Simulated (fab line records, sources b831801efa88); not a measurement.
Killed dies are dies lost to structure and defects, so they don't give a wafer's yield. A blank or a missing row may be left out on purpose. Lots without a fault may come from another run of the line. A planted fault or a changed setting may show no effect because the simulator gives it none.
A struck lot beside a sound one | flow sky130 | 27 steps out of a route of 708
Sound: wafers L880.4, L880.5, L880.6. Struck: wafer L902.4. (L902.1, L902.3 of the same lot were not struck and are left out.) The cause comes at the end.
At each step with rows: each side's tool, then ch and its chambers, then its first start. Under that, the readings that differ: sound wafers | struck wafers | difference of the means | sigmas: that difference in standard deviations of wafers without a fault.
alike: readings whose means differ by less than 2 such deviations, and words and numbers that are the same on both sides. not compared: withheld readings, readings that some wafer has no value for, bounds like >300 that may hide the same value, and numbers for which the record gives no deviation and whose values overlap.
The two part at a step that has a row with sigmas, a row that says differs or no value, or rows on one side only. Numbers that don't overlap but have no deviation are shown without sigmas and don't part them. A reading that every wafer of one side lacks parts them only if that side has two wafers or more.

first, 2 steps without rows for these wafers: SKY_LDD_LDN_PEB_05; SKY_LDD_LDN_DEVELOP_06 (develop time 60 s).
SKY_LDD_LDN_OVL_MEAS_07:
  sound on overlay-02, day 23 02:07; struck on overlay-02, day 30 21:18
  alike: LDD_LDN_OVL
then, 4 steps without rows for these wafers: SKY_LDD_LDN_IMPLANT_08; SKY_LDD_LDN_IMPLANT_09; SKY_LDD_LDN_IMPLANT_10; SKY_LDD_LDN_IMPLANT_11.
SKY_LDD_LDN_STRIP_12: strips in O2/N2.
  sound on plasma_asher-04 ch 0,1, day 23 02:46; struck on plasma_asher-03 ch 0, day 30 21:56
  alike: drypump_motor_current_A, oes_product_au, strip_time_to_endpoint_s
  not compared: rf_hours_counter_h
SKY_LDD_LDN_TW_MEAS_13:
  sound on film_metro-03, day 23 02:52; struck on film_metro-04, day 30 22:02
  alike: LDD_LDN_TW
then, 2 steps without rows for these wafers: SKY_LDD_LDN_CLEAN_14 (cleans in SC1/SC2, time 150 s); SKY_SPACER_CVD_00 (deposits Si3N4 from DCS/NH3, target thk 43.1 nm, time 740 s).
SKY_SPACER_THK_MEAS_01:
  sound on film_metro-02, day 23 04:47; struck on film_metro-01, day 30 23:22
  reading                | sound          | struck | difference | sigmas
  SPACER_CVD_00_THK (nm) | 42.1 42.2 42.8 | 43.4   | +1.0       | +2
SKY_SPACER_ETCHBACK_02: etches Si3N4 in CH3F/O2, stops on SiO2, time 46.7 s, target depth 45 nm.
  sound on rie_diel-02 ch 0,1,2, day 23 04:50; struck on rie_diel-02 ch 0, day 30 23:26
  reading                                    | sound             | struck | difference                   | sigmas
  oes_product_au (a.u.)                      | 0.847 0.843 0.853 | 0.863  | +0.015                       | +2
  rf_hours_counter_h (h)                     | - - -             | 15     | no value on the sound wafers |
  model.SiO2_of_SONOS_ONO_CVD_04.thk_nm (nm) | 4.142 4.153 4.123 | 2.092  | -2.047                       |
  alike: drypump_motor_current_A, rf_fwd_power_W, throttle_valve_pct
then, 8 steps without rows for these wafers: SKY_POLY_CUT_DEHYDRATE_00 (time 60 s); SKY_POLY_CUT_HMDS_01 (prime time 60 s); SKY_POLY_CUT_COAT_02 (resist thk 60 nm); SKY_POLY_CUT_COAT_03 (resist thk 450 nm); SKY_POLY_CUT_SOFTBAKE_04 (time 90 s); SKY_POLY_CUT_EXPOSE_05 (exposes mask NPCM, target cd 270 nm); SKY_POLY_CUT_PEB_06; SKY_POLY_CUT_DEVELOP_07 (develop time 60 s).
SKY_POLY_CUT_CD_MEAS_08: target cd 270 nm.
  sound on cd_sem-02, day 24 10:22; struck on cd_sem-02, day 32 02:51
  alike: cd_nm
SKY_POLY_CUT_OVL_MEAS_09:
  sound on overlay-02, day 24 10:27; struck on overlay-01, day 32 02:58
  alike: POLY_CUT_OVL
SKY_POLY_CUT_ETCH_10: etches BARC in N2/H2, stops on SiO2, time 45.9 s, target depth 60 nm.
  sound on rie_diel-02 ch 0,1,2, day 24 10:28; struck on rie_diel-02 ch 0, day 32 03:01
  alike: drypump_motor_current_A, h2_flow_sccm, oes_product_au, rf_fwd_power_W, throttle_valve_pct
  not compared: rf_hours_counter_h
SKY_POLY_CUT_ETCH_11: etches Si3N4 in CF4/CH2F2/Ar, stops on poly-Si, time 42.5 s, target depth 60 nm.
  sound on rie_diel-02 ch 0,1,2, day 24 10:31; struck on rie_diel-02 ch 0, day 32 03:03
  reading                              | sound             | struck | difference | sigmas
  oes_product_au (a.u.)                | 0.839 0.829 0.835 | 0.786  | -0.048     | -8
  model.POLY_CUT.feature_depth_nm (nm) | 62.27 62.37 62.1  | 56.09  | -6.16      |
  model.etch.depth_nm (nm)             | 62.27 62.37 62.1  | 56.09  | -6.16      |
  alike: drypump_motor_current_A, rf_fwd_power_W, throttle_valve_pct
  not compared: rf_hours_counter_h
SKY_POLY_CUT_STRIP_12: strips in O2/N2.
  sound on plasma_asher-01 ch 0,1, day 24 10:35; struck on plasma_asher-03 ch 1, day 32 03:05
  alike: drypump_motor_current_A, oes_product_au, strip_time_to_endpoint_s
  not compared: rf_hours_counter_h
-- the record jumps here: 19 days lie between the struck wafers' starts before and after (it left off in module POLY_CUT and takes up again in module PAD_OPEN, whose first step shown is number 708 of the route) --
SKY_PAD_OPEN_PROBE_99:
  sound on prober-02, day 46 00:58; struck on prober-02, day 51 01:34
  reading                                 | sound             | struck | difference | sigmas
  model.etest.pfet_01v8.r_on_ohm_um       | 2882 2944 2962    | 2742   | -187       |
  model.etest.res_pdiff.line_ohm_um       | 1380 1343 1356    | 1295   | -65        |
  model.etest.res_ndiff.line_ohm_um       | 778.1 761.1 776.5 | 732.1  | -39.8      |
  model.etest.sonos_uncharged.r_on_ohm_um | 808.3 805.3 812.2 | 792    | -17        |
  model.etest.pfet_01v8.drive_ua_um       | 192.9 189.4 186.7 | 206.5  | +16.8      |
  model.etest.res_pdiff.rs_ohm_sq         | 194.7 195.9 196.3 | 181.1  | -14.5      |
  model.etest.pfet_01v8_hvt.drive_ua_um   | 143.2 141.4 139.8 | 154.5  | +13.0      |
  alike: killed_at_M0_to_M3, killed_at_M4_up, killed_at_contacts, killed_at_front_end, killed_at_other, killed_dies, killed_open, killed_short
  not compared: model.etest.nfet_g5v0d10v5.r_on_ohm_um

WHERE THEY PART
First at SKY_SPACER_THK_MEAS_01; last, within this record, at SKY_POLY_CUT_ETCH_11. Later steps at which nothing parts them and some readings are alike: SKY_POLY_CUT_STRIP_12, SKY_PAD_OPEN_PROBE_99.

WHY: what the simulator had put in
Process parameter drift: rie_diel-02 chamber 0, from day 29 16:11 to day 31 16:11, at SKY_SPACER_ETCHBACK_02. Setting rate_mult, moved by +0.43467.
